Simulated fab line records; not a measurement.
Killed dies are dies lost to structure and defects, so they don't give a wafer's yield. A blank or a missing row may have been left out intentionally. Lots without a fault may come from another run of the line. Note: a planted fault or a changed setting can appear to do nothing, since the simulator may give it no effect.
Which tool did it? -- flow gf180mcu -- 18 wafers from 6 lots sampled at 3 of the route's 602 steps

## WHAT THE GAUGES SHOWED, per wafer
GF_CONTACT_THK_MEAS_01.
lot,measured,on,CONTACT_CVD_00_THK (nm)
L669,day 16 04:11,film metro-03,300 303 300
L672,day 17 09:42,film metro-03,304 303 309
L681,day 20 15:10,film metro-04,257 257 256
L685,day 21 21:25,film metro-01,301 301 300
L688,day 22 21:33,film metro-03,303 301 302
L690,day 23 10:26,film metro-01,301 301 302

## WHAT TOOL EACH LOT RAN ON (gives the tool, then ch and the chambers of the sampled wafers, and finally the start)
lot,GF_SALICIDE_RTA_08,GF_CONTACT_CVD_00
L669,"rtp anneal-01 ch 0, day 16 04:03","hdpcvd-01 ch 1,2, day 16 04:07"
L672,"rtp anneal-01 ch 0, day 17 09:33","hdpcvd-01 ch 0,1, day 17 09:39"
L681,"rtp anneal-01 ch 0, day 20 15:01","hdpcvd-01 ch 0,1, day 20 15:07"
L685,"rtp anneal-02 ch 0, day 21 21:17","hdpcvd-02 ch 0,1,2, day 21 21:22"
L688,"rtp anneal-02 ch 0, day 22 21:25","hdpcvd-02 ch 0,1,2, day 22 21:31"
L690,"rtp anneal-02 ch 0, day 23 10:18","hdpcvd-02 ch 1,2, day 23 10:24"
- GF_SALICIDE_RTA_08: time 30 s.
- GF_CONTACT_CVD_00: deposits SiO2, target thk 300 nm, time 50 s.

## THE ANSWER, worked out from the rows above alone
Rule: what is usual is taken from the lots themselves. Put in order of their means at a reading, lots are off if they are a third of the lots or fewer, leave a main group of 4 or more, and stand apart from it by a gap of 3 or more times the standard deviation of the main group's means; of several such gaps the widest counts. If all means in a main group match to the digits the tables above print for the reading, that group is not used. A lot without any number at a reading at which 4 lots or more have one is off too. The other lots that the step has rows for count as sound.
Off: at GF_CONTACT_THK_MEAS_01 (CONTACT_CVD_00_THK), L681. Main group: mean 302 nm, sd 1.7.
If a tool, at a process step before that reading, ran all the lots that are off and no sound lot after the first of them, it fits. Gauges at GF_CONTACT_THK_MEAS_01: tried the same way as those tools. Can't be told from this: 3 tools fit, rtp anneal-01 at GF_SALICIDE_RTA_08, hdpcvd-01 at GF_CONTACT_CVD_00, film metro-04 at GF_CONTACT_THK_MEAS_01.

## WHAT THE SIMULATOR HAD PUT IN
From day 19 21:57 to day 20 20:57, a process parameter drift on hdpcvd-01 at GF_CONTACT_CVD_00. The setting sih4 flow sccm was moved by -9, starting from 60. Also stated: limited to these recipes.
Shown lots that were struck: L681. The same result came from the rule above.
